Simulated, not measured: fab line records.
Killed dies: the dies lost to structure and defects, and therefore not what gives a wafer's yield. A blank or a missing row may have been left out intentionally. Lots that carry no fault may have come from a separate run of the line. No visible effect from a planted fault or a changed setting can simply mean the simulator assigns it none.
Comparing a struck lot with a sound one || flow sky130 || 21 out of 708 route steps
Sound: wafers L233.2, L233.3, L233.6. Wafers L240.2, L240.3, L240.4 were the ones struck. The cause comes at the end.
For every step that has rows: the tool of each side, followed by ch and its chambers, followed by its first start. Under that, the readings that differ: sound wafers || struck wafers || difference of the means || sigmas: that difference in standard deviations of wafers without a fault.
alike: words and numbers the same on both sides, and readings whose means are apart by under 2 such deviations; not compared: readings that were withheld, readings missing a value for some wafer, numbers with overlapping values and no deviation given by the record, and bounds like >300 which may hide the same value.
A row with sigmas, a row that says differs or no value, or rows on one side alone: a step with any of these is where the two part. Numbers that have no deviation but don't overlap get no sigmas and don't part them. Lack of a reading on every wafer of one side parts them only where that side has two or more wafers.

SKY_SD_N_RS_MEAS_17: measures by four-point-probe.
  sound: filmMetro-03 at day 27 20:41; struck: filmMetro-02 at day 30 14:13
  alike: SD_P_RS
SKY_SD_N_RS_MEAS_18: measures by four-point-probe.
  sound: filmMetro-03 at day 27 20:49; struck: filmMetro-02 at day 30 14:20
  alike: RES_XHIGH_RS
then, 2 steps without rows for these wafers: SKY_SALICIDE_CLEAN_00 (cleans in HF-last, time 30 s); SKY_LI_CONTACT_HDPCVD_00 (deposits PSG, target thk 930 nm, time 155 s).
SKY_LI_CONTACT_THK_MEAS_01:
  sound: filmMetro-01 at day 27 21:10; struck: filmMetro-01 at day 30 14:34
{"reading": "LI_CONTACT_HDPCVD_THK (nm)", "sound": "937 957 960", "struck": "933 930 933", "difference": -19, "sigmas": -2}
SKY_LI_CONTACT_CMP_02: polishes PSG.
  sound on cmp-02 ch 1,2,3, day 27 21:19; struck on cmp-02 ch 0,1,3, day 30 14:37
  alike: edgeZonePressureFrac, motorCurrentA, slurryFlowMlMin, timeToEndpointS
SKY_LI_CONTACT_BOW_MEAS_03:
  sound: filmMetro-03 at day 27 21:35; struck: filmMetro-03 at day 30 14:56
{"reading": "LI_CONTACT_BOW (um)", "sound": "66 66 64", "struck": "40 37 58", "difference": -20, "sigmas": -3}
then, 5 steps without rows for these wafers: SKY_LI_CONTACT_DEHYDRATE_04 (time 60 s); SKY_LI_CONTACT_HMDS_05 (prime time 60 s); SKY_LI_CONTACT_COAT_06 (resist thk 60 nm); SKY_LI_CONTACT_COAT_07 (resist thk 450 nm); SKY_LI_CONTACT_SOFTBAKE_08 (time 90 s).
SKY_LI_CONTACT_EXPOSE_09: exposes mask LICM1, target cd 170 nm.
  sound on krfScanner-01 ch 0, day 28 12:13; struck on krfScanner-01 ch 0, day 31 05:29
{"reading": "mask", "sound": "LICM1#0 LICM1#0 LICM1#0", "struck": "LICM1_R1#0 LICM1_R1#0 LICM1_R1#0", "difference": "differs", "sigmas": ""}
  alike: exposureDoseMJCm2
then, 2 steps without rows for these wafers: SKY_LI_CONTACT_PEB_10; SKY_LI_CONTACT_DEVELOP_11 (develop time 60 s).
SKY_LI_CONTACT_CD_MEAS_12: target cd 170 nm.
  sound: cdSem-02 at day 29 01:56; struck: cdSem-01 at day 31 18:38
{"reading": "cdNm (nm)", "sound": "169.1 168.6 168.9", "struck": "149.9 151.2 149.0", "difference": -18.8, "sigmas": -14}
SKY_LI_CONTACT_OVL_MEAS_13:
  sound: overlay-01 at day 29 02:02; struck: overlay-02 at day 31 18:44
  alike: LI_CONTACT_OVL
SKY_LI_CONTACT_ETCH_14: etches BARC in N2/H2, stops on SiO2, time 45.9 s, target depth 60 nm.
  sound on rieDiel-02 ch 0,1,3, day 29 02:04; struck on rieDiel-04 ch 0,2, day 31 18:46
{"reading": "model.LI_CONTACT.cdNm (nm)", "sound": "168.9 168.9 169.2", "struck": "150.2 151.5 149.2", "difference": -18.7, "sigmas": ""}
  alike: drypumpMotorCurrentA, oesProductAu, throttleValvePct
  not compared: rfHoursCounterH
SKY_LI_CONTACT_ETCH_15: etches PSG in C4F8/O2/Ar, stops on Si, target depth 600 nm.
  sound on rieDiel-02 ch 0,1,3, day 29 02:07; struck on rieDiel-04 ch 0,2, day 31 18:48
{"reading": "model.LI_CONTACT.cdNm (nm)", "sound": "168.8 169 169.4", "struck": "149.7 151.7 148.5", "difference": -19.1, "sigmas": ""}
  alike: oesProductAu
SKY_LI_CONTACT_STRIP_16: strips in O2/N2.
  sound on plasmaAsher-03 ch 0,1, day 29 02:12; struck on plasmaAsher-01 ch 0,1, day 31 18:53
  alike: drypumpMotorCurrentA, oesProductAu, stripTimeToEndpointS
  not compared: rfHoursCounterH
-- the record jumps here: 17 days lie between the struck wafers' starts before and after (it left off in module LI_CONTACT and takes up again in module PAD_OPEN, whose first step shown is number 708 of the route) --
SKY_PAD_OPEN_PROBE_99:
  sound: prober-02 at day 45 15:20; struck: prober-02 at day 48 15:28
{"reading": "killedAtContacts", "sound": "27 17 14", "struck": "32 35 41", "difference": "+17", "sigmas": "+3"}
{"reading": "killedDies", "sound": "72 72 79", "struck": "122 102 101", "difference": "+34", "sigmas": "+4"}
{"reading": "model.etest.liconPdiff.rcOhm", "sound": "600.9 634.2 580.9", "struck": "719.2 707.4 733.5", "difference": "+114.7", "sigmas": ""}
{"reading": "model.etest.pfetG5v0d10v5.rOnOhmUm", "sound": "4809 4786 4796", "struck": "4922 4928 4942", "difference": "+134", "sigmas": ""}
{"reading": "model.etest.pfet_01v8.rOnOhmUm", "sound": "2852 2908 2883", "struck": "2979 3002 2989", "difference": "+109", "sigmas": ""}
{"reading": "model.etest.liconHighPo.rcOhm", "sound": "352.5 362.8 366.3", "struck": "392.6 392.9 400.1", "difference": "+34.7", "sigmas": ""}
{"reading": "model.etest.liconNdiff.rcOhm", "sound": "185.6 186.7 185.3", "struck": "223.9 217.1 232.5", "difference": "+38.6", "sigmas": ""}
{"reading": "model.etest.nfet_01v8.rOnOhmUm", "sound": "841.9 850.9 820.8", "struck": "871.3 870 872.9", "difference": "+33.5", "sigmas": ""}
{"reading": "model.etest.sonosUncharged.rOnOhmUm", "sound": "797.3 802.4 805", "struck": "863.1 863.8 859.8", "difference": "+60.7", "sigmas": ""}
  alike: killed_at_M0_to_M3, killed_at_M4_up, killedAtFrontEnd, killedAtOther, killedOpen, killedShort
  not compared: model.etest.nfetG5v0d10v5.rOnOhmUm

WHERE THEY PART
Last at SKY_PAD_OPEN_PROBE_99 as far as this record goes, first at SKY_LI_CONTACT_THK_MEAS_01.

WHY: the cause the simulator had injected
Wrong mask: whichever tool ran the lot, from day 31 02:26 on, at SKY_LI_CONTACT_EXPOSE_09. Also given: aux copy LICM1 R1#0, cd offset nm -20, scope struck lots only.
